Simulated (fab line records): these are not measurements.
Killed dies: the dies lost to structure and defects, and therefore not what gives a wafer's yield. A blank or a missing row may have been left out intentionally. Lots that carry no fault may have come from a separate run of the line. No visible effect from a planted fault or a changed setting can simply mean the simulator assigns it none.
Problem report, 8D (eight disciplines) form, completed by code || flow sky130 || the parts of the form that need people (team, actions taken, sign-off) are left out

== 1. WHAT IS WRONG ==
Wafers without a fault read 3.556 s, standard deviation 0.027; strip time to endpoint s at SKY_FIELD_ISO_STRIP_16 reads a mean of 2.750 s on 4 wafers belonging to 2 lots. Measured from the usual mean, that is -30 standard deviations.
The step: strips in O2/N2.
First seen on wafer L133.1, day 5 18:01, on plasma asher-03. At this step, 35 wafers from 12 lots have a number in the record. The rule behind "out" and "out of limits": a value lying over 4 standard deviations away from the usual mean. All remaining wafers that have a number are taken as sound.

== 2. WHAT IT IS, WHAT IT ISN'T ==
{"question": "which readings at this step", "is": "strip time to endpoint s, oes product au", "is not": "drypump motor current A"}
{"question": "which lots", "is": "L133, L134", "is not": "L117, L118, L122, L123, L124, L125, L126, L135, L136, L140"}
{"question": "which wafers of those lots", "is": "L133.1, L133.2, L134.1, L134.2", "is not": "L133.4"}
{"question": "read on which tools", "is": "plasma asher-02, plasma asher-03", "is not": "plasma asher-01"}
{"question": "when", "is": "from day 5 18:01", "is not": "up to then (22 sound wafers); but 9 sound wafers of L135, L136, L140 came after"}

== 3. THE SUSPECTS, EACH WITH WHAT RULES IT OUT ==
Counting: if a tool at a process step up to the reading ran every lot that is out, it stays a suspect. Sound lots after the first of them don't rule it out here, since some wafers of a struck lot are sound.
- litho track-01 at SKY_FIELD_ISO_COAT_08 (resist thk 450 nm): kept. Every lot that is out went through it, the first being L133 (day 5 08:00); the last sound lot it ran before that was L125 (day 3 13:00).
Remaining after the count: litho track-01 at SKY_FIELD_ISO_COAT_08.

== 4. THE CAUSE (what the simulator had put in) ==
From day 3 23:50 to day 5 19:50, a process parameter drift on litho track-01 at SKY_FIELD_ISO_COAT_08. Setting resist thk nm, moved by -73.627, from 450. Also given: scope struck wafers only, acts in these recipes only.
Only this tool survived the counting.

== 5. THE EFFECT CHAIN, in route order ==
Each row: a reading where the mean over the struck wafers with a number is more than 3 standard deviations away from the usual. Readings are gone through only where the record gives a usual standard deviation; hours: the median, over the lots, of the time from a lot's start at the first step in this table giving one to that lot's start at this step; sigmas: the change measured in usual standard deviations.
{"hours": 0, "step": "SKY_FIELD_ISO_STRIP_16", "reading": "oes product au", "usual": "0.378 a.u.", "on struck wafers": 0.346, "change": -0.032, "sigmas": -7.1}
{"hours": 0, "step": "SKY_FIELD_ISO_STRIP_16", "reading": "strip time to endpoint s", "usual": "3.556 s", "on struck wafers": 2.750, "change": -0.806, "sigmas": -30}
It contains these process steps:
- SKY_FIELD_ISO_STRIP_16: strips in O2/N2.
Later measuring or inspecting steps at which every struck wafer that the step has a row for has a number for every such reading, and none has moved that far: SKY_VT_ADJUST_LVTN_OVL_MEAS_07, SKY_CONTACT_OVL_MEAS_15.

== 6. WHAT WOULD HAVE CAUGHT IT SOONER ==
42 hours passed between the start of the fault at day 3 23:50 and the first reading out of limits in this record, taken at day 5 18:01.
By day 5 18:01, every lot that is out (2) had started SKY_FIELD_ISO_COAT_08 on litho track-01. Holding the tool at that point would not have protected any of them.
